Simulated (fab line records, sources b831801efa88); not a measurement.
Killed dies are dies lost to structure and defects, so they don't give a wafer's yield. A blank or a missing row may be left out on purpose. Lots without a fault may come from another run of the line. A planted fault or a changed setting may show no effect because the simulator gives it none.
A struck lot beside a sound one | flow sfq_line | 14 steps out of a route of 325
Sound: wafers L547.2, L547.4, L547.6. Struck: wafers L549.5, L549.6. (L549.2 of the same lot was not struck and is left out.) The cause comes at the end.
At each step with rows: each side's tool, then ch and its chambers, then its first start. Under that, the readings that differ: sound wafers | struck wafers | difference of the means | sigmas: that difference in standard deviations of wafers without a fault.
alike: readings whose means differ by less than 2 such deviations, and words and numbers that are the same on both sides. not compared: withheld readings, readings that some wafer has no value for, bounds like >300 that may hide the same value, and numbers for which the record gives no deviation and whose values overlap.
The two part at a step that has a row with sigmas, a row that says differs or no value, or rows on one side only. Numbers that don't overlap but have no deviation are shown without sigmas and don't part them. A reading that every wafer of one side lacks parts them only if that side has two wafers or more.

SFQ_INCOMING_BOW_MEAS_900:
  sound on film_metro-01, day 1 20:01; struck on film_metro-02, day 2 06:01
  alike: INCOMING_BOW
then, 1 step without rows for these wafers: SFQ_TRILAYER_INCOMING_OXIDATION_002 (target thk 500 nm, ox time 4939 s).
SFQ_TRILAYER_L0_DEP_SPUTTER_003: material MoNx KI, target thk 40 nm, time 100 s.
  sound on pvd_sputter-05, day 1 22:29; struck on pvd_sputter-04, day 2 08:29
  reading                | sound          | struck    | difference | sigmas
  throttle_valve_pct (%) | 29.8 29.1 29.4 | 32.1 30.7 | +2.0       | +2
SFQ_L0_RS_MEAS_901: measures by four-point-probe.
  sound on film_metro-03, day 1 22:35; struck on film_metro-02, day 2 08:35
  alike: L0_MONX_KI_RS
SFQ_L0_THK_MEAS_902: measures by xrf.
  sound on film_metro-03, day 1 22:41; struck on film_metro-02, day 2 08:41
  alike: L0_MONX_KI_THK
then, 6 steps without rows for these wafers: SFQ_TRILAYER_L0_LITHO_COAT_010 (resist thk 62 nm); SFQ_TRILAYER_L0_LITHO_COAT_005 (resist thk 600 nm); SFQ_TRILAYER_L0_LITHO_SOFTBAKE_009; SFQ_TRILAYER_L0_LITHO_EXPOSE_006 (exposes mask L0, target cd 2000 nm); SFQ_TRILAYER_L0_LITHO_PEB_008 (peb time 60 s); SFQ_TRILAYER_L0_LITHO_DEVELOP_007 (time 60 s).
-- the record jumps here: 3 days lie between the struck wafers' starts before and after --
SFQ_TRILAYER_L0_BARC_OPEN_METAL_ETCH_010: etches BARC in O2, target depth 125 nm, time 41.7 s.
  sound on rie_metal-01 ch 1, day 5 03:24; struck on rie_metal-01 ch 0,1, day 5 10:36
  alike: drypump_motor_current_A, oes_product_au
  not compared: rf_hours_counter_h
SFQ_TRILAYER_L0_ETCH_METAL_ETCH_008: etches MoNx KI in SF6/O2, stops on SiO2, target depth 50 nm, time 25 s.
  sound on rie_metal-01 ch 1, day 5 03:28; struck on rie_metal-01 ch 0,1, day 5 10:41
  reading                                             | sound             | struck      | difference | sigmas
  model.KrF_of_TRILAYER_L0_LITHO_COAT_005.thk_nm (nm) | 479.8 480.3 480.9 | 488.9 488.9 | +8.6       |
  alike: drypump_motor_current_A, oes_product_au
  not compared: rf_hours_counter_h
SFQ_TRILAYER_L0_STRIP_STRIP_009: strips in O2.
  sound on rie_metal-01 ch 1, day 5 03:30; struck on rie_metal-01 ch 0,1, day 5 10:44
  alike: drypump_motor_current_A, oes_product_au
  not compared: rf_hours_counter_h

WHERE THEY PART
Only at SFQ_TRILAYER_L0_DEP_SPUTTER_003, within this record. Later steps at which nothing parts them and some readings are alike: SFQ_L0_RS_MEAS_901, SFQ_L0_THK_MEAS_902, SFQ_TRILAYER_L0_BARC_OPEN_METAL_ETCH_010, SFQ_TRILAYER_L0_ETCH_METAL_ETCH_008, SFQ_TRILAYER_L0_STRIP_STRIP_009.

WHY: what the simulator had put in
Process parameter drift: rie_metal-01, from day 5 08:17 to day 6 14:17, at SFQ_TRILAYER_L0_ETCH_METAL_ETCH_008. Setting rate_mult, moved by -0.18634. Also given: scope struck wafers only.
